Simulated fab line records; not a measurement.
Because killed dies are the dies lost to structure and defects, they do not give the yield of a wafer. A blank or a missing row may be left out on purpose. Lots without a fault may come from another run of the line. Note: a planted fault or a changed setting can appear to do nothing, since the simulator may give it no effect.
Chamber matching | flow gf180mcu | cmp-02 running GF_V4_CMP_04: 4 sister chambers
The step polishes SiO2. 4 wafers are shown with their chamber, then 8 later ones without.

## EACH WAFER AND ITS CHAMBER
wafer  | chamber | motorCurrentA (A)
L641.6 | 2       | 11.5
L643.6 | 3       | 11.5
L648.5 | 1       | 14.6
L651.1 | 0       | 12.1

## WAFERS MISSING THEIR CHAMBER
wafer  | motorCurrentA (A)
L651.3 | 11.3
L651.4 | 12.0
L653.1 | 14.3
L653.4 | 12.3
L653.6 | 10.6
L658.1 | 14.7
L658.3 | 12.1
L658.6 | 11.7

## EACH ONE'S CHAMBER
wafer  | from the rows above          | in truth
L651.3 | can't be placed: 2 or 3 or 0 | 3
L651.4 | can't be placed: 0 or 2 or 3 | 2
L653.1 | 1                            | 1
L653.4 | can't be placed: 0 or 2 or 3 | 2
L653.6 | can't be placed: 2 or 3 or 0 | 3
L658.1 | 1                            | 1
L658.3 | can't be placed: 0 or 2 or 3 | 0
L658.6 | can't be placed: 2 or 3 or 0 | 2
Correctly placed: 2 of 8. Not placeable from these rows: 6 (in 6, the candidates include the true chamber). Number placed wrongly: 0.
How it was worked out, from the rows above alone: a wafer's distance from a chamber is the root of the sum, over the readings, of the square of ((its reading less the chamber's mean) divided by the reading's scatter). The wafer belongs to the nearest chamber; if the next one is less than 2 further off, it can't be placed. Each chamber's mean is taken over the wafers shown for it. The scatter: root of mean squared gap, hidden wafer to nearest shown wafer, with one shown wafer a chamber.
